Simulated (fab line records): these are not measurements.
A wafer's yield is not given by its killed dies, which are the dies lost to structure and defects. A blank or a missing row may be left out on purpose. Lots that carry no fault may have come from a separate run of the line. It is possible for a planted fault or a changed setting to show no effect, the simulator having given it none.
What tool caused it? | flow gf180mcu | 39 wafers from 13 lots sampled at 4 of the route's 602 steps

WHAT THE GAUGES READ, wafer by wafer
GF_PASSIVATION_BOW_MEAS_14. Usual: PASSIVATION_BOW typically reads 136 um, with standard deviation 10.
lot  | measured     | on            | PASSIVATION_BOW (um) | flag
L392 | day 28 19:50 | film-metro-03 | 139 136 147          |
L393 | day 29 06:20 | film-metro-01 | 140 137 130          |
L395 | day 29 23:18 | film-metro-01 | 153 143 156          |
L396 | day 30 07:13 | film-metro-01 | 116 110 139          |
L398 | day 30 17:49 | film-metro-01 | 122 140 134          |
L400 | day 31 13:27 | film-metro-03 | 127 138 125          |
L401 | day 31 16:14 | film-metro-03 | 121 121 123          |
L405 | day 32 20:14 | film-metro-01 | 136 136 137          |
L406 | day 32 23:03 | film-metro-04 | 118 137 123          |
L408 | day 33 12:47 | film-metro-03 | 143 138 142          |
L409 | day 33 14:19 | film-metro-04 | 146 141 149          |
L410 | day 33 19:06 | film-metro-04 | 135 127 140          |
L413 | day 34 09:29 | film-metro-04 | 137 133 145          |

EACH LOT AND THE TOOL THAT RAN IT (in order: tool; ch and the chambers of the sampled wafers; start)
lot  | GF_MIM_SPUTTER_04            | GF_V5_ETCH_17                      | GF_TOP_METAL_SPUTTER_04
L392 | pvd-sputter-02, day 24 06:54 | rie-diel-01 ch 0,3, day 26 23:00   | pvd-sputter-02, day 27 01:08
L393 | pvd-sputter-03, day 24 17:07 | rie-diel-01 ch 0,2,3, day 27 09:00 | pvd-sputter-02, day 27 10:49
L395 | pvd-sputter-03, day 25 13:43 | rie-diel-02 ch 0,1, day 28 04:00   | pvd-sputter-04, day 28 05:47
L396 | pvd-sputter-03, day 25 22:05 | rie-diel-01 ch 0,1,2, day 28 12:00 | pvd-sputter-02, day 28 14:02
L398 | pvd-sputter-03, day 26 10:08 | rie-diel-02 ch 0,2, day 29 00:00   | pvd-sputter-03, day 29 02:20
L400 | pvd-sputter-02, day 27 09:35 | rie-diel-01 ch 2,3, day 29 20:00   | pvd-sputter-03, day 29 22:29
L401 | pvd-sputter-03, day 27 12:14 | rie-diel-01 ch 0,1,2, day 30 00:00 | pvd-sputter-03, day 30 02:01
L405 | pvd-sputter-03, day 28 22:14 | rie-diel-01 ch 0,1,2, day 31 06:00 | pvd-sputter-04, day 31 07:53
L406 | pvd-sputter-03, day 29 01:03 | rie-diel-01 ch 0,1,2, day 31 09:00 | pvd-sputter-04, day 31 11:07
L408 | pvd-sputter-02, day 29 16:11 | rie-diel-01 ch 0,1,2, day 31 23:00 | pvd-sputter-02, day 32 00:50
L409 | pvd-sputter-02, day 29 17:53 | rie-diel-02 ch 1,3, day 32 00:00   | pvd-sputter-03, day 32 01:53
L410 | pvd-sputter-03, day 29 23:25 | rie-diel-03 ch 0,3, day 32 06:00   | pvd-sputter-03, day 32 08:15
L413 | pvd-sputter-03, day 30 16:40 | rie-diel-03 ch 1,2,3, day 32 21:00 | pvd-sputter-03, day 32 23:25
- GF_MIM_SPUTTER_04: material TiN, target thk 50 nm, time 41.7 s.
- GF_V5_ETCH_17: etches SiO2 in C4F8/O2/Ar, stops on TiN, target depth 855 nm.
- GF_TOP_METAL_SPUTTER_04: material TiN, target thk 25 nm, time 20.8 s.

AS READ BY THE TOOLS THEMSELVES (means over the sampled wafers that have a number; for cases with no such wafer, the mark the record gives instead)
GF_MIM_SPUTTER_04. Usual: throttle-valve-pct reads 29.5 % (standard deviation 1.2).
lot  | tool           | throttle-valve-pct (%) | flag
L392 | pvd-sputter-02 | 29.6                   |
L393 | pvd-sputter-03 | 28.7                   |
L395 | pvd-sputter-03 | 28.7                   |
L396 | pvd-sputter-03 | 29.2                   |
L398 | pvd-sputter-03 | 29.4                   |
L400 | pvd-sputter-02 | 29.8                   |
L401 | pvd-sputter-03 | 30.3                   |
L405 | pvd-sputter-03 | 28.8                   |
L406 | pvd-sputter-03 | 29.3                   |
L408 | pvd-sputter-02 | 29.0                   |
L409 | pvd-sputter-02 | 28.6                   |
L410 | pvd-sputter-03 | 30.2                   |
L413 | pvd-sputter-03 | 29.4                   |

GF_V5_ETCH_17. Usual: oes-product-au 0.860 a.u., standard deviation 0.0042; rf-fwd-power-W 1494 W, standard deviation 4.9.
lot  | tool        | oes-product-au (a.u.) | rf-fwd-power-W (W) | flag
L392 | rie-diel-01 | 0.860                 | 1495               |
L393 | rie-diel-01 | 0.859                 | 1492               |
L395 | rie-diel-02 | 0.857                 | 1496               |
L396 | rie-diel-01 | 0.864                 | 1495               |
L398 | rie-diel-02 | 0.860                 | 1498               |
L400 | rie-diel-01 | 0.859                 | 1498               |
L401 | rie-diel-01 | 0.858                 | 1492               |
L405 | rie-diel-01 | 0.859                 | 1500               |
L406 | rie-diel-01 | 0.855                 | 1493               |
L408 | rie-diel-01 | 0.856                 | 1497               |
L409 | rie-diel-02 | 0.861                 | 1497               |
L410 | rie-diel-03 | 0.859                 | 1493               |
L413 | rie-diel-03 | 0.858                 | 1489               |

GF_TOP_METAL_SPUTTER_04. Usual: throttle-valve-pct reads 29.3 % (standard deviation 0.87).
lot  | tool           | throttle-valve-pct (%) | flag
L392 | pvd-sputter-02 | 29.0                   |
L393 | pvd-sputter-02 | 30.1                   |
L395 | pvd-sputter-04 | 29.2                   |
L396 | pvd-sputter-02 | 29.7                   |
L398 | pvd-sputter-03 | 28.5                   |
L400 | pvd-sputter-03 | 29.3                   |
L401 | pvd-sputter-03 | 28.3                   |
L405 | pvd-sputter-04 | 29.8                   |
L406 | pvd-sputter-04 | 29.6                   |
L408 | pvd-sputter-02 | 29.9                   |
L409 | pvd-sputter-03 | 29.3                   |
L410 | pvd-sputter-03 | 28.3                   |
L413 | pvd-sputter-03 | 28.8                   |

THE ANSWER, worked out from the rows above alone
Rule: a lot counts as off when the mean over its wafers that have a number is more than 3 standard deviations away from the usual mean. Also off: a lot with no number at a reading for which 4 or more lots have one. The other lots that the step has rows for count as sound. After the gauges, taken in route order, come the tools' own readings; for these a lot's mean is taken, as printed above. At the first step where some lot is off, the reading lying furthest off is the one used; lots without a number count as furthest.
No lot is off at any reading shown: from this, nothing can be told.

WHAT THE SIMULATOR HAD PUT IN
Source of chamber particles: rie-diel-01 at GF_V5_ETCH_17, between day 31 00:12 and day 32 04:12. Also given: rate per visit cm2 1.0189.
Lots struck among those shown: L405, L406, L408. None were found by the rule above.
